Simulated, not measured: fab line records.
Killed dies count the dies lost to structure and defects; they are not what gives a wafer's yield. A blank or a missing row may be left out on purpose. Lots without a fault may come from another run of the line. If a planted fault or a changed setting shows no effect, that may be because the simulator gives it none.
Which of the tools did it? :: flow sky130 :: 14 lots with 42 wafers sampled at 3 steps, on a route of 708 steps

== WHAT THE GAUGES SHOWED, per wafer ==
SKY_VIA1_OVL_MEAS_13. Usual: for VIA1_OVL the level is 2 nm and the standard deviation is 5.3.
lot: L743
measured: day 34 06:40
on: overlay-01
VIA1_OVL (nm): -2 2 4
flag: 

lot: L744
measured: day 34 09:24
on: overlay-01
VIA1_OVL (nm): 5 4 -4
flag: 

lot: L746
measured: day 35 02:16
on: overlay-02
VIA1_OVL (nm): -6 0 4
flag: 

lot: L747
measured: day 35 08:41
on: overlay-02
VIA1_OVL (nm): -1 -3 2
flag: 

lot: L749
measured: day 36 09:34
on: overlay-01
VIA1_OVL (nm): -2 4 9
flag: 

lot: L751
measured: day 36 12:28
on: overlay-01
VIA1_OVL (nm): 4 4 7
flag: 

lot: L754
measured: day 37 10:40
on: overlay-02
VIA1_OVL (nm): - - -
flag: OFF

lot: L753
measured: day 37 12:08
on: overlay-01
VIA1_OVL (nm): - - -
flag: OFF

lot: L761
measured: day 39 15:45
on: overlay-01
VIA1_OVL (nm): 9 11 3
flag: 

lot: L762
measured: day 40 09:00
on: overlay-01
VIA1_OVL (nm): -2 7 8
flag: 

lot: L763
measured: day 40 09:38
on: overlay-01
VIA1_OVL (nm): 6 12 6
flag: 

lot: L764
measured: day 40 12:22
on: overlay-01
VIA1_OVL (nm): 11 3 5
flag: 

lot: L765
measured: day 40 16:19
on: overlay-02
VIA1_OVL (nm): 4 1 5
flag: 

lot: L766
measured: day 41 10:06
on: overlay-02
VIA1_OVL (nm): 5 12 -2
flag: 

== WHAT TOOL EACH LOT RAN ON (gives the tool, then ch and the chambers of the sampled wafers, and finally the start) ==
lot: L743
SKY_CONTACT_CMP_27: cmp-02 ch 0,1,2, day 31 22:52
SKY_VIA1_DEVELOP_11: litho_track-02 ch 0, day 34 06:00

lot: L744
SKY_CONTACT_CMP_27: cmp-01 ch 0,1,2, day 32 01:12
SKY_VIA1_DEVELOP_11: litho_track-02 ch 0, day 34 09:00

lot: L746
SKY_CONTACT_CMP_27: cmp-02 ch 0,1,3, day 32 18:56
SKY_VIA1_DEVELOP_11: litho_track-02 ch 0, day 35 02:00

lot: L747
SKY_CONTACT_CMP_27: cmp-02 ch 1,2,3, day 33 01:20
SKY_VIA1_DEVELOP_11: litho_track-04 ch 0, day 35 08:00

lot: L749
SKY_CONTACT_CMP_27: cmp-02 ch 0,1, day 34 04:01
SKY_VIA1_DEVELOP_11: litho_track-01 ch 0, day 36 09:00

lot: L751
SKY_CONTACT_CMP_27: cmp-01 ch 2,3, day 34 05:30
SKY_VIA1_DEVELOP_11: litho_track-02 ch 0, day 36 12:00

lot: L754
SKY_CONTACT_CMP_27: cmp-01 ch 0,1,3, day 35 03:42
SKY_VIA1_DEVELOP_11: litho_track-02, day 37 10:00

lot: L753
SKY_CONTACT_CMP_27: cmp-01 ch 1,3, day 35 04:58
SKY_VIA1_DEVELOP_11: litho_track-04, day 37 11:00

lot: L761
SKY_CONTACT_CMP_27: cmp-01 ch 1,3, day 37 10:37
SKY_VIA1_DEVELOP_11: litho_track-02 ch 0, day 39 15:00

lot: L762
SKY_CONTACT_CMP_27: cmp-02 ch 2,3, day 38 04:35
SKY_VIA1_DEVELOP_11: litho_track-01 ch 0, day 40 08:00

lot: L763
SKY_CONTACT_CMP_27: cmp-02 ch 0,2,3, day 38 04:57
SKY_VIA1_DEVELOP_11: litho_track-04 ch 0, day 40 09:00

lot: L764
SKY_CONTACT_CMP_27: cmp-02 ch 0,1,2, day 38 08:17
SKY_VIA1_DEVELOP_11: litho_track-02 ch 0, day 40 12:00

lot: L765
SKY_CONTACT_CMP_27: cmp-01 ch 0,3, day 38 12:19
SKY_VIA1_DEVELOP_11: litho_track-02 ch 0, day 40 16:00

lot: L766
SKY_CONTACT_CMP_27: cmp-01 ch 1,2,3, day 39 06:47
SKY_VIA1_DEVELOP_11: litho_track-01 ch 0, day 41 09:00
- SKY_CONTACT_CMP_27: polishes, stops on SiO2, t overpolish 15 s, target thk 0 nm.
- SKY_VIA1_DEVELOP_11: develop time 60 s.

== WHAT THE TOOLS THEMSELVES READ (means of the sampled wafers that have a number; where no wafer has one, the mark that the record gives instead) ==
SKY_CONTACT_CMP_27. Usual: head_pressure_psi 3.500 psi, standard deviation 0.007; motor_current_A 11.6 A, standard deviation 1.1; overpolish_run_s 14.998 s, standard deviation 0.0094; slurry_filter_dp_kPa 13.51 kPa, standard deviation 0.13; time_to_endpoint_s 79.7 s, standard deviation 2.6.
lot: L743
tool: cmp-02
head_pressure_psi (psi): 3.505
motor_current_A (A): 11.3
overpolish_run_s (s): 15.002
slurry_filter_dp_kPa (kPa): 13.50
time_to_endpoint_s (s): 76.0
flag: 

lot: L744
tool: cmp-01
head_pressure_psi (psi): 3.496
motor_current_A (A): 12.3
overpolish_run_s (s): 15.000
slurry_filter_dp_kPa (kPa): 13.54
time_to_endpoint_s (s): 79.1
flag: 

lot: L746
tool: cmp-02
head_pressure_psi (psi): 3.498
motor_current_A (A): 11.4
overpolish_run_s (s): 14.998
slurry_filter_dp_kPa (kPa): 13.51
time_to_endpoint_s (s): 80.5
flag: 

lot: L747
tool: cmp-02
head_pressure_psi (psi): 3.508
motor_current_A (A): 11.0
overpolish_run_s (s): 14.989
slurry_filter_dp_kPa (kPa): 13.44
time_to_endpoint_s (s): 80.3
flag: 

lot: L749
tool: cmp-02
head_pressure_psi (psi): 3.498
motor_current_A (A): 11.7
overpolish_run_s (s): 14.999
slurry_filter_dp_kPa (kPa): 13.53
time_to_endpoint_s (s): 79.2
flag: 

lot: L751
tool: cmp-01
head_pressure_psi (psi): 3.504
motor_current_A (A): 10.5
overpolish_run_s (s): 15.003
slurry_filter_dp_kPa (kPa): 13.61
time_to_endpoint_s (s): 81.2
flag: 

lot: L754
tool: cmp-01
head_pressure_psi (psi): 3.498
motor_current_A (A): 12.1
overpolish_run_s (s): 14.994
slurry_filter_dp_kPa (kPa): 13.43
time_to_endpoint_s (s): 81.5
flag: 

lot: L753
tool: cmp-01
head_pressure_psi (psi): 3.496
motor_current_A (A): 11.1
overpolish_run_s (s): 14.996
slurry_filter_dp_kPa (kPa): 13.39
time_to_endpoint_s (s): 80.1
flag: 

lot: L761
tool: cmp-01
head_pressure_psi (psi): 3.500
motor_current_A (A): 10.7
overpolish_run_s (s): 14.998
slurry_filter_dp_kPa (kPa): 13.50
time_to_endpoint_s (s): 78.7
flag: 

lot: L762
tool: cmp-02
head_pressure_psi (psi): 3.502
motor_current_A (A): 11.3
overpolish_run_s (s): 15.004
slurry_filter_dp_kPa (kPa): 13.47
time_to_endpoint_s (s): 76.3
flag: 

lot: L763
tool: cmp-02
head_pressure_psi (psi): 3.499
motor_current_A (A): 11.9
overpolish_run_s (s): 14.994
slurry_filter_dp_kPa (kPa): 13.48
time_to_endpoint_s (s): 77.1
flag: 

lot: L764
tool: cmp-02
head_pressure_psi (psi): 3.499
motor_current_A (A): 11.6
overpolish_run_s (s): 15.006
slurry_filter_dp_kPa (kPa): 13.57
time_to_endpoint_s (s): 79.4
flag: 

lot: L765
tool: cmp-01
head_pressure_psi (psi): 3.505
motor_current_A (A): 11.4
overpolish_run_s (s): 14.994
slurry_filter_dp_kPa (kPa): 13.45
time_to_endpoint_s (s): 76.0
flag: 

lot: L766
tool: cmp-01
head_pressure_psi (psi): 3.508
motor_current_A (A): 10.9
overpolish_run_s (s): 14.999
slurry_filter_dp_kPa (kPa): 13.54
time_to_endpoint_s (s): 82.6
flag: 

SKY_VIA1_DEVELOP_11. Usual: chill_plate_temp_C at 23.01 C, with a standard deviation of 0.11.
lot: L743
tool: litho_track-02
chill_plate_temp_C (C): 22.92
flag: 

lot: L744
tool: litho_track-02
chill_plate_temp_C (C): 23.00
flag: 

lot: L746
tool: litho_track-02
chill_plate_temp_C (C): 22.99
flag: 

lot: L747
tool: litho_track-04
chill_plate_temp_C (C): 22.98
flag: 

lot: L749
tool: litho_track-01
chill_plate_temp_C (C): 22.96
flag: 

lot: L751
tool: litho_track-02
chill_plate_temp_C (C): 23.03
flag: 

lot: L754
tool: litho_track-02
chill_plate_temp_C (C): -
flag: OFF

lot: L753
tool: litho_track-04
chill_plate_temp_C (C): -
flag: OFF

lot: L761
tool: litho_track-02
chill_plate_temp_C (C): 22.98
flag: 

lot: L762
tool: litho_track-01
chill_plate_temp_C (C): 23.07
flag: 

lot: L763
tool: litho_track-04
chill_plate_temp_C (C): 23.01
flag: 

lot: L764
tool: litho_track-02
chill_plate_temp_C (C): 23.04
flag: 

lot: L765
tool: litho_track-02
chill_plate_temp_C (C): 23.11
flag: 

lot: L766
tool: litho_track-01
chill_plate_temp_C (C): 23.06
flag: 

== THE ANSWER, worked out from the rows above alone ==
Rule: take the mean of a lot's wafers that have a number; if it is more than 3 standard deviations from the usual mean, the lot is off. Also off: a lot with no number at a reading for which 4 or more lots have one. All remaining lots with rows at the step are treated as sound. After the gauges, taken in route order, come the tools' own readings; for these a lot's mean is taken, as printed above. The first step at which some lot is off is used, and at that step the reading that is off furthest; a lot without a number counts as furthest.
Off: L754, L753, seen at SKY_VIA1_OVL_MEAS_13 (VIA1_OVL). Without a number there: L754, L753.
If a tool, at a process step before that reading, ran all the lots that are off and no sound lot after the first of them, it fits. Not tried: the gauges at SKY_VIA1_OVL_MEAS_13; whatever is off there is also off at SKY_VIA1_DEVELOP_11, on other tools, and gauge error can't account for it. None of those tried fits.

== WHAT THE SIMULATOR PUT IN ==
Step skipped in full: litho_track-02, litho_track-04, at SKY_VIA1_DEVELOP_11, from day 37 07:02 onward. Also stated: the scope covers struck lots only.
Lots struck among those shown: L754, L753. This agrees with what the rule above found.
